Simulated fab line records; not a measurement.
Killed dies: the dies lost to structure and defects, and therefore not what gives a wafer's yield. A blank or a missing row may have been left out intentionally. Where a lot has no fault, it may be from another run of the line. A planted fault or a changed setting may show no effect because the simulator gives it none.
Problem report, 8D (eight disciplines) form, completed by code    flow sfqLine    the parts of the form that need people (team, actions taken, sign-off) are left out

## 1. THE PROBLEM
Across 2 wafers from 2 lots, L0_MONX_KI_RS at SFQ_L0_RS_MEAS_901 averages 45.8 ohm/sq, while fault-free wafers read 43.5 ohm/sq with a standard deviation of 0.38. Measured from the usual mean, that is +6.1 standard deviations.
The step: measures by four-point-probe.
Seen first at day 4 00:34 on filmMetro-03, wafer L794.1. At this step, 42 wafers from 14 lots have a number in the record. The rule behind "out" and "out of limits": a value lying over 4 standard deviations away from the usual mean. The rest of the wafers with a number are treated as sound.

## 2. WHAT THIS IS AND IS NOT
question                     is                is not
which readings at this step  L0_MONX_KI_RS     -
which lots                   L794, L796        L782, L783, L784, L785, L787, L788, L789, L790, L798, L800, L803, L804
which wafers of those lots   L794.1, L796.2    L794.3, L794.6, L796.3, L796.5
read on which gauges         filmMetro-03      filmMetro-02, filmMetro-04
when                         from day 4 00:34  up to then (26 sound wafers); but 14 sound wafers of L796, L798, L800, L803, L804 came after

## 3. THE SUSPECTS, EACH WITH WHAT RULES IT OUT
Counting: if a tool at a process step up to the reading ran every lot that is out, it stays a suspect. Sound lots after the first of them don't rule it out here, since some wafers of a struck lot are sound.
- the gauge at SFQ_L0_RS_MEAS_901 is ruled out. All the wafers that are out were read on filmMetro-03, but those of them that SFQ_TRILAYER_L0_ETCH_METAL_ETCH_008 has rows for are out there too, on other tools.
- pvdSputter-05 at SFQ_TRILAYER_L0_DEP_SPUTTER_003 (material MoNx KI, target thk 40 nm, time 100 s): kept. Ran every lot that is out, first one L794 (day 4 00:29); last sound lot up to then L789 (day 2 23:29).
Left after counting: pvdSputter-05 at SFQ_TRILAYER_L0_DEP_SPUTTER_003.

## 4. THE CAUSE (what the simulator had put in)
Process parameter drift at SFQ_TRILAYER_L0_DEP_SPUTTER_003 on pvdSputter-05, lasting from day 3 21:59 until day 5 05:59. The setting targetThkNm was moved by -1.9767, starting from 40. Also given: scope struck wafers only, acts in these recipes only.
After counting, this tool was the only one left.

## 5. THE CHAIN OF EFFECTS, in route order
Each row: a reading where the mean over the struck wafers with a number is more than 3 standard deviations away from the usual. Only readings whose record carries a usual standard deviation are examined. hours: median over the lots of the time between each lot's start at the first step of this table that gives one and its start at this step. sigmas: the change, counted in usual standard deviations.
hours  step                                 reading         usual        on struck wafers  change  sigmas
0      SFQ_L0_RS_MEAS_901                   L0_MONX_KI_RS   43.5 ohm/sq  45.8              +2.3    +6.1
0      SFQ_L0_THK_MEAS_902                  L0_MONX_KI_THK  40.3 nm      38.2              -2.1    -5.8
84     SFQ_TRILAYER_L0_ETCH_METAL_ETCH_008  oesProductAu    0.874 a.u.   0.845             -0.029  -4.8
The process steps in it:
- SFQ_TRILAYER_L0_ETCH_METAL_ETCH_008: etches MoNx KI in SF6/O2, stops on SiO2, target depth 50 nm, time 25 s.
Later steps that measure or inspect, where all struck wafers having a row at the step show a number for every such reading and not one has moved that far: SFQ_M2_OVL_MEAS_916.

## 6. WHAT WOULD HAVE CAUGHT IT SOONER
3 hours passed between the start of the fault at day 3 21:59 and the first reading out of limits at a measuring or inspecting step in this record, taken at day 4 00:34.
Tool readings at SFQ_TRILAYER_L0_DEP_SPUTTER_003 with a usual standard deviation given in the record: none out on any struck wafer, hence no alarm at a limit of 4 standard deviations on them.
Among the 2 lots that are out, L796 began SFQ_TRILAYER_L0_DEP_SPUTTER_003 on pvdSputter-05 after day 4 00:34. A hold on the tool at that time would have spared it.
